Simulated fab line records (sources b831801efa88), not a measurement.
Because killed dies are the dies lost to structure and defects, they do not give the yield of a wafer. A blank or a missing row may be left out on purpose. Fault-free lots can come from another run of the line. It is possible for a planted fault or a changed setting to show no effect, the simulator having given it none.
A single fault, viewed from 2 desks    flow sky130    each desk has only its own numbers; what lay behind them comes last

== THE METROLOGY DESK ==
What the gauges read for every lot (on any tool): the sampled wafers with a number, averaged. Any lot whose mean is over 4 standard deviations away from the usual mean is out of limits and marked OUT; that distance is given in the brackets.
Columns: A = VIA1_W_RS at SKY_VIA1_RS_MEAS_22, usual 0.430 ohm/sq; B = VIA1_W_THK at SKY_VIA1_THK_MEAS_23, usual 275 nm; C = METAL2_ALCU_RS at SKY_METAL2_RS_MEAS_05, usual 0.1270 ohm/sq; D = METAL2_ALCU_THK at SKY_METAL2_THK_MEAS_06, usual 250 nm; E = cd-nm at SKY_METAL2_CD_MEAS_15, usual 140.2 nm; F = METAL2_OVL at SKY_METAL2_OVL_MEAS_16, usual 1 nm
lot   first seen here  A      B    C       D    E      F
L716  day 34 06:11     0.428  275  0.1286  250  142.2  2
L717  day 34 10:31     0.429  274  0.1307  242  140.1  -0
L736  day 40 19:17     0.425  276  0.1291  241  139.9  7
L737  day 41 05:55     0.432  271  0.1257  253  139.3  -3
L738  day 41 09:29     0.436  269  0.1263  253  141.2  -4
Result from this desk: across the 5 lots, nothing is out of limits.

== TOOL OWNER'S DESK, pvd-sputter-03 ==
At SKY_METAL2_SPUTTER_04 (material TiN, target thk 70 nm, time 58.3 s) the tool's own readings: per lot run on this tool, the mean of the sampled wafers that have a number. Any lot whose mean is over 4 standard deviations away from the usual mean is out of limits and marked OUT; that distance is given in the brackets.
Columns: A = throttle-valve-pct at SKY_METAL2_SPUTTER_04, usual 29.6 %
lot   first seen here  A
L717  day 34 11:04     30.0
L736  day 40 19:50     29.5
Result from this desk: across the 2 lots, nothing is out of limits.

== TAKEN TOGETHER ==
Nothing out of limits was seen by the metrology desk.
Nothing out of limits was seen by the tool owner's desk.

== WHAT THE SIMULATOR PUT IN ==
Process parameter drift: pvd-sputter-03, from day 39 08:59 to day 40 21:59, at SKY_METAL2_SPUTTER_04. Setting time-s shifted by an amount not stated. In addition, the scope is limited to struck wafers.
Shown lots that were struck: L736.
